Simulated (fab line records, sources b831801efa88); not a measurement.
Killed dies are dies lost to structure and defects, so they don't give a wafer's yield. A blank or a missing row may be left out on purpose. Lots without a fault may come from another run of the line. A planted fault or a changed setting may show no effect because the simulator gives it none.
fab line records | flow sky130
record lots=7 wafers=21 last_day=50
route steps=708 shown METAL3@534 CAPM@537
lots that met no fault: from a run of the same line without faults
start_h: hours from the record's first day to the start of the lot's first wafer shown | wait_h: hours since the lot's step before | " the same as in the row above | L1.1+2: a row that stands for several wafers | - no value, or no start given | * or withheld: withheld | < > ~ a bound
route shown NAME@n: a module of which the file shows steps, and the number in the route of the first | usual: mean/standard deviation of fault-free wafers | same: alike in all rows | chamber/n: place in a boat | sites: the reading at each site | _std_site: their standard deviation | _edge_site: outer sites' mean less inner sites' | radius_mm: how far each site lies from the wafer's centre | mask NAME#n: copy n | behind: the tool/chamber that last shaped the wafer | hold: why the lot was held/for how many hours/how that ended | device: the transistor (n, p or np) that didn't switch | end of line: the same wafers' tests at the end of the route | a step without rows: its recipe alone | killed: dies lost to structure and defects at the first sort, not the wafer's yield | map: a wafer's dies, x killed, . not, _ none there
set.NAME: the setting as run; set.NAME@STEP: as run at that earlier step | model.NAME: the simulator's own value behind a step, which no gauge read
lots at some steps of the route; a table a step, a row a wafer
services: from which hour (start_h, from the record's first day; less than 0 if before it) a tool's chamber was out of use, for how many hours, and why
## steps
# step SKY_METAL3_SPUTTER_02
# recipe material=AlCu target_thk_nm=735 power_w=10600 time_s=39.1 chamber_pressure_pa=0.4
# usual cathode_dc_power_W=10600/2 throttle_valve_pct=29.3/1.2
# columns lot.wafer tool chamber start_h wait_h cathode_dc_power_W throttle_valve_pct
L630.1 pvd_sputter-03 - 871.57 0.0 10598 30.8
L630.4 " - " " 10603 30.8
L630.5 " - " " 10599 28.4
L637.3 pvd_sputter-02 - 928.57 0.0 10601 26.7
L637.4 " - " " 10599 31.6
L637.5 " - " " 10601 30.2
L642.1 pvd_sputter-01 - 960.41 0.0 10601 28.1
L642.4 " - " " 10602 28.9
L642.5 " - " " 10603 28.4
L643.3 pvd_sputter-03 - 970.61 0.0 10601 29.7
L643.4 " - " " 10601 29.5
L643.5 " - " " 10599 29.6
L644.2 pvd_sputter-02 - 974.33 0.0 10601 31.6
L644.3 " - " " 10601 30.6
L644.4 " - " " 10600 26.8
L647.1 pvd_sputter-01 - 989.85 0.0 10598 28.9
L647.4 " - " " 10603 28.7
L647.6 " - " " 10600 28.3
L650.3 pvd_sputter-01 - 1010.04 0.0 10601 28.8
L650.5 " - " " 10600 29.6
L650.6 " - " " 10600 29.2
# step SKY_METAL3_SPUTTER_03
# recipe material=Ti target_thk_nm=5 power_w=3000 time_s=3.3 chamber_pressure_pa=0.4
# usual cathode_dc_power_W=3000.0/0.52 throttle_valve_pct=29.2/1.2
# columns lot.wafer tool chamber start_h wait_h cathode_dc_power_W throttle_valve_pct
L630.1 pvd_sputter-03 - 871.61 0.0 3000.4 30.9
L630.4 " - " " 3000.2 30.6
L630.5 " - " " 3000.2 28.4
L637.3 pvd_sputter-02 - 928.61 0.0 2999.9 26.7
L637.4 " - " " 3001.0 31.4
L637.5 " - " " 3000.6 30.2
L642.1 pvd_sputter-01 - 960.44 0.0 3000.0 28.2
L642.4 " - " " 2999.8 28.8
L642.5 " - " " 3001.0 28.4
L643.3 pvd_sputter-03 - 970.65 0.0 3000.0 29.4
L643.4 " - " " 2999.2 28.9
L643.5 " - " " 2999.4 29.7
L644.2 pvd_sputter-02 - 974.37 0.0 2999.7 31.6
L644.3 " - " " 3000.1 30.2
L644.4 " - " " 2999.7 26.7
L647.1 pvd_sputter-01 - 989.89 0.0 3000.3 29.3
L647.4 " - " " 3000.0 28.2
L647.6 " - " " 2999.8 28.2
L650.3 pvd_sputter-01 - 1010.08 0.0 3000.0 29.1
L650.5 " - " " 3000.5 29.6
L650.6 " - " " 2999.2 28.9
# step SKY_METAL3_SPUTTER_04
# recipe material=TiN target_thk_nm=70 power_w=6500 time_s=58.3 chamber_pressure_pa=0.4
# usual cathode_dc_power_W=6499.8/1.2 throttle_valve_pct=29.3/1.2
# columns lot.wafer tool chamber start_h wait_h cathode_dc_power_W throttle_valve_pct
L630.1 pvd_sputter-03 - 871.63 0.0 6496.6 30.5
L630.4 " - " " 6500.3 30.7
L630.5 " - " " 6500.1 28.8
L637.3 pvd_sputter-02 - 928.63 0.0 6501.7 26.8
L637.4 " - " " 6501.2 31.4
L637.5 " - " " 6500.6 30.3
L642.1 pvd_sputter-01 - 960.46 0.0 6498.4 28.3
L642.4 " - " " 6499.9 29.0
L642.5 " - " " 6501.0 28.4
L643.3 pvd_sputter-03 - 970.67 0.0 6500.6 29.5
L643.4 " - " " 6499.8 29.0
L643.5 " - " " 6500.3 29.4
L644.2 pvd_sputter-02 - 974.39 0.0 6500.6 31.4
L644.3 " - " " 6499.0 30.4
L644.4 " - " " 6501.6 26.7
L647.1 pvd_sputter-01 - 989.91 0.0 6500.7 29.1
L647.4 " - " " 6500.0 28.2
L647.6 " - " " 6499.7 28.3
L650.3 pvd_sputter-01 - 1010.10 0.0 6499.7 28.9
L650.5 " - " " 6499.8 29.6
L650.6 " - " " 6502.6 29.1
# step SKY_CAPM_CVD_00
# recipe material=SiO2 target_thk_nm=15.5 temp_c=400 time_s=withheld rf_w=450
# usual heater_power_w=724/130 rf_fwd_power_W=442.4/2.6
# columns lot.wafer tool chamber start_h wait_h heater_power_w rf_fwd_power_W
L630.1 pecvd-04 2 871.68 0.0 789 443.2
L630.4 " 2 " " 833 443.1
L630.5 " 0 " " 610 439.1
L637.3 pecvd-04 1 928.68 0.0 685 447.1
L637.4 " 0 " " 678 438.8
L637.5 " 2 " " 747 445.3
L642.1 pecvd-03 2 960.51 0.0 562 443.9
L642.4 " 0 " " 634 444.1
L642.5 " 2 " " 566 446.1
L643.3 pecvd-02 1 970.72 0.0 1054 445.4
L643.4 " 2 " " 710 439.3
L643.5 " 0 " " 645 442.0
L644.2 pecvd-04 2 974.44 0.0 828 445.9
L644.3 " 1 " " 672 440.9
L644.4 " 1 " " 673 444.0
L647.1 pecvd-02 0 989.96 0.0 641 442.5
L647.4 " 0 " " 637 443.7
L647.6 " 1 " " 925 447.1
L650.3 pecvd-04 1 1010.15 0.0 724 442.6
L650.5 " 2 " " 816 445.3
L650.6 " 1 " " 717 443.3
# step SKY_CAPM_THK_MEAS_01
# recipe reads=SiO2_of_CAPM_CVD_00
# usual CAPM_CVD_00_THK=15.54/0.22
# columns lot.wafer tool chamber start_h wait_h CAPM_CVD_00_THK[nm]
L630.1 film_metro-02 - 871.70 - 15.35
L630.4 " - " " 15.65
L630.5 " - " " 15.35
L637.3 film_metro-02 - 928.72 - 15.30
L637.4 " - " " 15.87
L637.5 " - " " 15.58
L642.1 film_metro-02 - 960.53 - 15.31
L642.4 " - " " 15.78
L642.5 " - " " 15.60
L643.3 film_metro-04 - 970.76 - 15.35
L643.4 " - " " 15.75
L643.5 " - " " 15.59
L644.2 film_metro-01 - 974.47 - 15.76
L644.3 " - " " 15.70
L644.4 " - " " 15.78
L647.1 film_metro-01 - 989.98 - 15.25
L647.4 " - " " 15.54
L647.6 " - " " 15.85
L650.3 film_metro-02 - 1010.19 - 15.14
L650.5 " - " " 15.94
L650.6 " - " " 15.82
# step SKY_CAPM_SPUTTER_02
# recipe material=TiN target_thk_nm=200 temp_c=300 power_w=6500 time_s=166.7 chamber_pressure_pa=0.4
# usual cathode_dc_power_W=6500.3/1.3 throttle_valve_pct=30.4/1.7
# columns lot.wafer tool chamber start_h wait_h cathode_dc_power_W throttle_valve_pct
L630.1 pvd_sputter-02 - 871.76 0.1 6499.2 29.5
L630.4 " - " " 6501.0 30.8
L630.5 " - " " 6499.8 31.7
L637.3 pvd_sputter-03 - 928.76 0.0 6500.6 30.9
L637.4 " - " " 6500.5 29.6
L637.5 " - " " 6502.5 28.3
L642.1 pvd_sputter-04 - 960.59 0.1 6499.9 28.8
L642.4 " - " " 6498.6 30.8
L642.5 " - " " 6501.0 28.7
L643.3 pvd_sputter-02 - 970.80 0.0 6500.1 29.4
L643.4 " - " " 6500.8 31.7
L643.5 " - " " 6501.4 30.2
L644.2 pvd_sputter-03 - 974.52 0.0 6499.4 28.2
L644.3 " - " " 6501.6 29.4
L644.4 " - " " 6502.4 30.6
L647.1 pvd_sputter-04 - 990.04 0.1 6500.6 30.6
L647.4 " - " " 6500.2 31.4
L647.6 " - " " 6500.7 33.3
L650.3 pvd_sputter-04 - 1010.23 0.0 6499.3 30.6
L650.5 " - " " 6500.1 31.3
L650.6 " - " " 6498.2 33.3
# step SKY_CAPM_RS_MEAS_03
# recipe thk_meas_gauge=four-point-probe reads=TiN_of_CAPM_SPUTTER_02
# usual CAPM_TIN_RS=6.94/0.086
# columns lot.wafer tool chamber start_h wait_h CAPM_TIN_RS[ohm/sq]
L630.1 film_metro-02 - 871.87 0.1 6.98
L630.4 " - " " 7.08
L630.5 " - " " 6.93
L637.3 film_metro-04 - 928.91 0.1 6.94
L637.4 " - " " 6.91
L637.5 " - " " 6.99
L642.1 film_metro-04 - 960.70 0.1 6.96
L642.4 " - " " 6.87
L642.5 " - " " 7.04
L643.3 film_metro-01 - 970.95 0.1 6.93
L643.4 " - " " 6.81
L643.5 " - " " 6.90
L644.2 film_metro-04 - 974.65 0.1 6.97
L644.3 " - " " 7.05
L644.4 " - " " 6.95
L647.1 film_metro-02 - 990.15 0.1 6.94
L647.4 " - " " 6.96
L647.6 " - " " 6.95
L650.3 film_metro-04 - 1010.39 0.1 6.88
L650.5 " - " " 6.91
L650.6 " - " " 6.98
# step SKY_CAPM_THK_MEAS_04
# recipe thk_meas_gauge=xrf reads=TiN_of_CAPM_SPUTTER_02
# usual CAPM_TIN_THK=201.1/2.2
# columns lot.wafer tool chamber start_h wait_h CAPM_TIN_THK[nm]
L630.1 film_metro-02 - 871.99 0.1 201.6
L630.4 " - " " 198.5
L630.5 " - " " 202.3
L637.3 film_metro-04 - 929.01 0.1 200.8
L637.4 " - " " 201.8
L637.5 " - " " 199.5
L642.1 film_metro-04 - 960.82 0.1 199.6
L642.4 " - " " 202.7
L642.5 " - " " 198.3
L643.3 film_metro-01 - 971.05 0.1 200.4
L643.4 " - " " 203.7
L643.5 " - " " 201.4
L644.2 film_metro-04 - 974.76 0.1 200.6
L644.3 " - " " 196.8
L644.4 " - " " 201.0
L647.1 film_metro-02 - 990.27 0.1 202.1
L647.4 " - " " 201.1
L647.6 " - " " 201.1
L650.3 film_metro-04 - 1010.49 0.1 202.7
L650.5 " - " " 201.9
L650.6 " - " " 200.8
# step SKY_CAPM_DEHYDRATE_05
# recipe temp_c=200 time_s=60
# step SKY_CAPM_HMDS_06
# recipe prime_time_s=60 prime_temp_c=120
# step SKY_CAPM_COAT_07
# recipe resist=NOVOLAK spin_rpm=3000 resist_thk_nm=1140
# step SKY_CAPM_SOFTBAKE_08
# recipe temp_c=90 time_s=60 resist=NOVOLAK
# step SKY_CAPM_EXPOSE_09
# recipe mask_id=CAPM na=0.6 source_shape=conventional sigma_outer=0.6 polarization=unpolarized target_cd_nm=1000 dose_mj=159
# usual exposure_dose_mJ_cm2=159.02/0.15 focus_offset_nm=0.0/0.51
# columns lot.wafer tool chamber start_h wait_h mask exposure_dose_mJ_cm2 focus_offset_nm
L630.1 iline_stepper-01 0 884.77 - CAPM#0 159.09 0.8
L630.4 " 0 " " CAPM#0 159.06 0.0
L630.5 " 0 " " CAPM#0 159.02 0.3
L637.3 iline_stepper-02 0 941.38 - CAPM#0 158.97 0.9
L637.4 " 0 " " CAPM#0 159.27 0.0
L637.5 " 0 " " CAPM#0 159.02 -0.4
L642.1 iline_stepper-01 - 971.53 - CAPM#0 - -
L642.4 " - " " CAPM#0 - -
L642.5 " - " " CAPM#0 - -
L643.3 iline_stepper-01 - 989.63 - CAPM#0 - -
L643.4 " - " " CAPM#0 - -
L643.5 " - " " CAPM#0 - -
L644.2 iline_stepper-01 - 990.43 - CAPM#0 - -
L644.3 " - " " CAPM#0 - -
L644.4 " - " " CAPM#0 - -
L647.1 iline_stepper-02 0 1000.68 - CAPM#0 159.17 -0.4
L647.4 " 0 " " CAPM#0 158.75 -0.6
L647.6 " 0 " " CAPM#0 158.95 -0.9
L650.3 iline_stepper-01 0 1021.76 - CAPM#0 159.02 0.4
L650.5 " 0 " " CAPM#0 158.73 0.1
L650.6 " 0 " " CAPM#0 158.81 -0.4
# step SKY_CAPM_PEB_10
# recipe temp_c=withheld time_s=* resist=NOVOLAK
## services
# columns tool chamber start_h hours kind
pvd_sputter-03 - 851.53 0.9 repair
pecvd-03 0 851.61 17.3 repair
pecvd-04 2 858.32 2.1 scheduled_down
iline_stepper-01 - 860.30 1.7 pm
pecvd-02 1 865.47 5.5 scheduled_down
pecvd-02 0 870.93 2.1 scheduled_down
pecvd-03 1 872.14 5.5 scheduled_down
pecvd-04 0 874.43 2.1 scheduled_down
pecvd-03 1 879.98 6.0 repair
pvd_sputter-02 - 880.29 3.3 repair
pecvd-02 2 896.80 5.5 scheduled_down
iline_stepper-01 0 902.09 - calibration
pecvd-04 - 923.96 1.7 repair
iline_stepper-02 - 938.70 1.7 pm
pecvd-04 1 963.39 5.5 scheduled_down
iline_stepper-02 - 976.21 14.2 repair
iline_stepper-01 - 980.60 8.6 repair
pecvd-03 2 996.31 5.5 scheduled_down
pecvd-03 0 1001.77 2.1 scheduled_down
pvd_sputter-03 - 1003.82 0.9 repair
pecvd-03 1 1007.82 5.2 repair
pecvd-02 0 1008.02 7.3 repair
pecvd-02 - 1008.61 6.0 pm
## key
first_sign step=SKY_CAPM_EXPOSE_09 reading=tool_record direction=missing
effect none on later readings
met_at SKY_CAPM_EXPOSE_09
struck_wafers L642.1,L642.4,L642.5,L643.3,L643.4,L643.5,L644.2,L644.3,L644.4
later_rows_left_out L642.1,L642.4,L642.5,L643.3,L643.4,L643.5,L644.2,L644.3,L644.4
sort_left_out L642.1,L642.4,L642.5,L643.3,L643.4,L643.5,L644.2,L644.3,L644.4
onset_between 884.77 971.53
fault kind=skipped_step_whole tool=iline_stepper-01 chamber=- onset_h=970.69 steps=SKY_CAPM_EXPOSE_09 scope=struck_lots_only
# sort_left_out: the simulated sort isn't trusted on such a fault, so these wafers' sort isn't shown, and their yield isn't known
# later_rows_left_out: the simulator's readings of these wafers behind a module that went badly wrong aren't trusted and aren't shown, but for the sort
